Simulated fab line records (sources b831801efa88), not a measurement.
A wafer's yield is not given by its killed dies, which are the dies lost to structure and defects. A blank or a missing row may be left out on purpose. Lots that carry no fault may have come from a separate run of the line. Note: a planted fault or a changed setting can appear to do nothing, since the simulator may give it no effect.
The same fault as seen by 2 desks -- flow gf180mcu -- what lay behind the numbers comes last; until then each desk has only its own

FROM THE METROLOGY DESK
Means of the sampled wafers that have a number, per lot and without regard to the tool the lot ran on: this is what the gauges read. If a lot's mean is further than 4 standard deviations from the usual mean, the lot is out of limits and carries the mark OUT (the distance appears in the brackets).
Columns: A = cd nm at GF_SAB_CD_MEAS_09, usual 420.0 nm
lot,first seen here,A
L188,day 15 07:16,419.1
L191,day 16 07:07,418.2
L192,day 16 13:20,418.7
L196,day 18 07:23,423.6
L201,day 20 01:50,419.4
L202,day 20 12:01,418.9
L203,day 20 17:53,420.1
L205,day 21 10:55,422.5
L206,day 21 13:02,418.1
L207,day 22 00:52,418.2
L208,day 22 15:53,418.6
L209,day 22 16:10,420.2
L210,day 23 02:28,419.2
L211,day 23 10:08,421.4
Result from this desk: across the 14 lots, nothing is out of limits.

THE TOOL OWNER'S DESK: litho track-01
The tool's own readings at GF_CONTACT_DEVELOP_13 (develop time 60 s): means of the sampled wafers that have a number, for each lot that ran on this tool. If a lot's mean is further than 4 standard deviations from the usual mean, the lot is out of limits and carries the mark OUT (the distance appears in the brackets).
Columns: A = developer temp C at GF_CONTACT_DEVELOP_13, usual 20.99 C
lot,first seen here,A
L191,day 17 07:35,21.10
L192,day 17 14:13,21.81 (+7.4) OUT
L196,day 19 08:49,21.68 (+6.3) OUT
L202,day 21 13:44,21.00
L203,day 21 19:01,20.95
L205,day 22 11:53,21.00
L208,day 23 16:34,20.98
L210,day 24 02:35,20.96
This desk finds L192, L196 out of limits, L192 being first, at day 17 14:13 (developer temp C at GF_CONTACT_DEVELOP_13). L191, L202, L203, L205, L208, L210 stayed within limits.

ALL TOGETHER
An alarm could have come from the tool owner's desk at day 17 14:13, on L192, L196.
Metrology desk: nothing out of limits seen.
The metrology desk has L192, L196 on record, within its limits.
Every lot named ran GF_CONTACT_DEVELOP_13 on litho track-01.

WHAT THE SIMULATOR HAD PUT IN
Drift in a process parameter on litho track-01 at GF_CONTACT_DEVELOP_13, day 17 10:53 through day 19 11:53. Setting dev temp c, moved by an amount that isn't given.
Lots struck among those shown: L192, L196.
Delay in hours, fault start to first out-of-limits reading, by desk: the tool owner's desk at 3.
